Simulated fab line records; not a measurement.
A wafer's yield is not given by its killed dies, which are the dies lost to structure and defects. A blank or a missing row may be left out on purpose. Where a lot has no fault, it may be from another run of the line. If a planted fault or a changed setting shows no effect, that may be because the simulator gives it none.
What tool caused it? ; flow gf180mcu ; Sampling: 13 lots, 39 wafers, 4 of 602 route steps

WHAT THE GAUGES READ, wafer by wafer
GF_V5_CD_MEAS_14: the cd target is 260 nm.
lot;measured;on;cdNm (nm)
L792;day 27 11:25;cdSem-01;259.3 257.7 258.3
L795;day 28 10:22;cdSem-02;260.6 259.6 260.0
L796;day 29 08:38;cdSem-02;259.9 260.8 259.5
L797;day 29 08:47;cdSem-02;259.5 260.7 259.3
L799;day 29 16:10;cdSem-02;260.0 259.0 259.2
L800;day 30 04:29;cdSem-01;260.8 261.3 262.0
L801;day 30 06:01;cdSem-01;261.6 260.6 261.2
L803;day 30 20:23;cdSem-01;260.8 261.0 260.5
L804;day 31 12:46;cdSem-01;259.6 259.9 258.0
L806;day 32 00:11;cdSem-01;260.8 261.0 259.8
L809;day 32 13:59;cdSem-02;259.9 259.2 260.5
L811;day 33 03:49;cdSem-01;259.0 259.8 258.0
L814;day 33 20:02;cdSem-01;257.3 260.6 258.7

GF_PASSIVATION_THK_MEAS_03.
lot;measured;on;PASSIVATION_CVD_02_THK (nm)
L792;day 28 11:18;filmMetro-01;689 700 704
L795;day 29 08:39;filmMetro-01;690 695 693
L796;day 30 06:16;filmMetro-03;711 698 714
L797;day 30 07:03;filmMetro-02;697 711 698
L799;day 30 12:59;filmMetro-03;712 699 712
L800;day 31 02:19;filmMetro-01;693 689 698
L801;day 31 03:31;filmMetro-02;694 700 698
L803;day 31 17:01;filmMetro-03;685 702 698
L804;day 32 08:44;filmMetro-02;688 685 702
L806;day 32 20:44;filmMetro-03;699 704 699
L809;day 33 08:57;filmMetro-01;702 714 704
L811;day 33 22:32;filmMetro-02;702 707 705
L814;day 34 14:19;filmMetro-01;691 699 701

WHAT TOOL EACH LOT RAN ON (gives the tool, then ch and the chambers of the sampled wafers, and finally the start)
lot;GF_V5_SPUTTER_22;GF_TOP_METAL_SPUTTER_00
L792;pvdSputter-03, day 27 12:17;pvdSputter-04, day 27 13:47
L795;pvdSputter-01, day 28 11:15;pvdSputter-01, day 28 11:59
L796;pvdSputter-04, day 29 09:42;pvdSputter-02, day 29 10:24
L797;pvdSputter-03, day 29 09:44;pvdSputter-01, day 29 10:42
L799;pvdSputter-04, day 29 17:04;pvdSputter-02, day 29 17:49
L800;pvdSputter-04, day 30 05:22;pvdSputter-04, day 30 06:37
L801;pvdSputter-01, day 30 06:55;pvdSputter-02, day 30 07:49
L803;pvdSputter-03, day 30 21:16;pvdSputter-01, day 30 21:53
L804;pvdSputter-03, day 31 13:41;pvdSputter-02, day 31 14:19
L806;pvdSputter-03, day 32 01:05;pvdSputter-02, day 32 02:42
L809;pvdSputter-04, day 32 14:52;pvdSputter-01, day 32 15:30
L811;pvdSputter-01, day 33 04:48;pvdSputter-01, day 33 05:26
L814;pvdSputter-01, day 33 20:59;pvdSputter-02, day 33 21:37
- GF_V5_SPUTTER_22: material TiN, target thk 10 nm, time 40 s.
- GF_TOP_METAL_SPUTTER_00: material Ti, target thk 37.5 nm, time 150 s.

WHAT THE TOOLS THEMSELVES READ (means of the sampled wafers that have a number; where no wafer has one, the mark that the record gives instead)
GF_V5_SPUTTER_22.
lot;tool;throttleValvePct (%)
L792;pvdSputter-03;29.1
L795;pvdSputter-01;30.7
L796;pvdSputter-04;29.8
L797;pvdSputter-03;29.4
L799;pvdSputter-04;29.2
L800;pvdSputter-04;29.8
L801;pvdSputter-01;30.2
L803;pvdSputter-03;29.3
L804;pvdSputter-03;28.6
L806;pvdSputter-03;29.6
L809;pvdSputter-04;28.8
L811;pvdSputter-01;30.7
L814;pvdSputter-01;30.1

GF_TOP_METAL_SPUTTER_00.
lot;tool;throttleValvePct (%)
L792;pvdSputter-04;29.0
L795;pvdSputter-01;29.4
L796;pvdSputter-02;30.3
L797;pvdSputter-01;31.7
L799;pvdSputter-02;29.6
L800;pvdSputter-04;29.3
L801;pvdSputter-02;30.1
L803;pvdSputter-01;31.0
L804;pvdSputter-02;31.2
L806;pvdSputter-02;30.1
L809;pvdSputter-01;29.4
L811;pvdSputter-01;29.9
L814;pvdSputter-02;30.2

THE ANSWER, worked out from the rows above alone
Rule: the usual values come from the lots themselves. The widest of any qualifying gaps counts: lots, ordered by their means at a reading, are off when they make up no more than a third of the lots, leave a main group of 4 or more, and stand apart from it by 3 or more times the standard deviation of that group's means. A main group whose means are all the same, to the digits that the tables above print for the reading, isn't used. Also off: a lot with no number at a reading for which 4 or more lots have one. All remaining lots with rows at the step are treated as sound. First the gauges in route order, then the tools' own readings, where a lot's mean is used as printed above. The first step at which some lot is off is used, and at that step the reading that is off furthest; a lot without a number counts as furthest.
No lot is off at any reading shown: from this, nothing can be told.

WHAT THE SIMULATOR HAD PUT IN
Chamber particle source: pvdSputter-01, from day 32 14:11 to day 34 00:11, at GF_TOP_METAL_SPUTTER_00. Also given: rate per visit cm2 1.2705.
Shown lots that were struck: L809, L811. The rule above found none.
